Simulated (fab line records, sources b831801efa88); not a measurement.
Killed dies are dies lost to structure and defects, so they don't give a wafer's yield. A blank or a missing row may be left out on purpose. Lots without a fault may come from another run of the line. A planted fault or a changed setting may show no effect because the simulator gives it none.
Chamber matching | flow sky130 | SKY_VIA2_ETCH_15 on rie_diel-03: 4 sister chambers
The step etches SiO2 in C4F8/O2/Ar, stops on TiN, target depth 546 nm, time 84 s. 8 wafers are shown with their chamber, then 10 later ones without.

WAFERS WITH THEIR CHAMBER
wafer  | chamber | oes_product_au (a.u.)
L078.5 | 3       | 0.935
L078.6 | 0       | 0.938
L084.6 | 1       | 0.936
L088.2 | 2       | 0.941
L088.5 | 0       | 0.938
L088.6 | 1       | 0.946
L089.1 | 3       | 0.943
L089.3 | 2       | 0.938

WAFERS WITHOUT THEIR CHAMBER
wafer  | oes_product_au (a.u.)
L089.5 | 0.943
L092.1 | 0.933
L092.2 | 0.944
L092.6 | 0.937
L093.1 | 0.941
L093.2 | 0.942
L093.3 | 0.929
L097.3 | 0.946
L097.5 | 0.939
L097.6 | 0.940

WHICH CHAMBER EACH WENT THROUGH
wafer  | from the rows above               | in truth
L089.5 | can't be placed: 1 or 2 or 3 or 0 | 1
L092.1 | can't be placed: 0 or 3 or 2 or 1 | 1
L092.2 | can't be placed: 1 or 2 or 3 or 0 | 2
L092.6 | can't be placed: 0 or 3 or 2 or 1 | 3
L093.1 | can't be placed: 1 or 2 or 3 or 0 | 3
L093.2 | can't be placed: 1 or 2 or 3 or 0 | 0
L093.3 | can't be placed: 0 or 3 or 2 or 1 | 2
L097.3 | can't be placed: 1 or 2 or 3 or 0 | 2
L097.5 | can't be placed: 3 or 2 or 0 or 1 | 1
L097.6 | can't be placed: 2 or 3 or 1 or 0 | 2
Placed correctly: 0 of 10. Can't be placed from these rows: 10 (the true chamber is among the candidates in 10). Placed wrongly: 0.
How it was worked out, from the rows above alone: a wafer's distance from a chamber is the root of the sum, over the readings, of the square of ((its reading less the chamber's mean) divided by the reading's scatter). The wafer belongs to the nearest chamber; if the next one is less than 2 further off, it can't be placed. A chamber's mean is the mean of its shown wafers. The scatter: the root of (the sum of the squares of (reading less its chamber's mean) over the shown wafers, divided by (wafers less chambers)).
